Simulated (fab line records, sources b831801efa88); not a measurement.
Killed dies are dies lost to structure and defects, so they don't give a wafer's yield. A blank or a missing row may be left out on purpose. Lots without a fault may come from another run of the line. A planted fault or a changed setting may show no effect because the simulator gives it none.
Which tool did it? | flow gf180mcu | 6 lots, 18 wafers sampled, at 1 step of a route of 602

WHAT THE GAUGES READ, wafer by wafer
GF_HV_LDD_CD_MEAS_07: target cd 400 nm.
lot  | measured     | on        | cd_nm (nm)
L903 | day 11 07:03 | cd_sem-02 | 398.9 398.0 396.4
L905 | day 11 17:13 | cd_sem-02 | 398.5 396.5 398.3
L907 | day 12 18:23 | cd_sem-01 | 398.3 401.0 399.3
L909 | day 13 04:58 | cd_sem-02 | 400.2 400.8 401.7
L918 | day 15 20:46 | cd_sem-01 | 399.8 400.1 398.4
L921 | day 16 17:32 | cd_sem-01 | 401.0 402.2 402.5

WHICH TOOL RAN EACH LOT (tool, then ch and the chambers of the sampled wafers, then the start)
The record holds no process step before these readings.

THE ANSWER, worked out from the rows above alone
Rule: what is usual is taken from the lots themselves. Put in order of their means at a reading, lots are off if they are a third of the lots or fewer, leave a main group of 4 or more, and stand apart from it by a gap of 3 or more times the standard deviation of the main group's means; of several such gaps the widest counts. A main group whose means are all the same, to the digits that the tables above print for the reading, isn't used. A lot without any number at a reading at which 4 lots or more have one is off too. The other lots that the step has rows for count as sound.
No lot is off at any reading shown: from this, nothing can be told.

WHAT THE SIMULATOR HAD PUT IN
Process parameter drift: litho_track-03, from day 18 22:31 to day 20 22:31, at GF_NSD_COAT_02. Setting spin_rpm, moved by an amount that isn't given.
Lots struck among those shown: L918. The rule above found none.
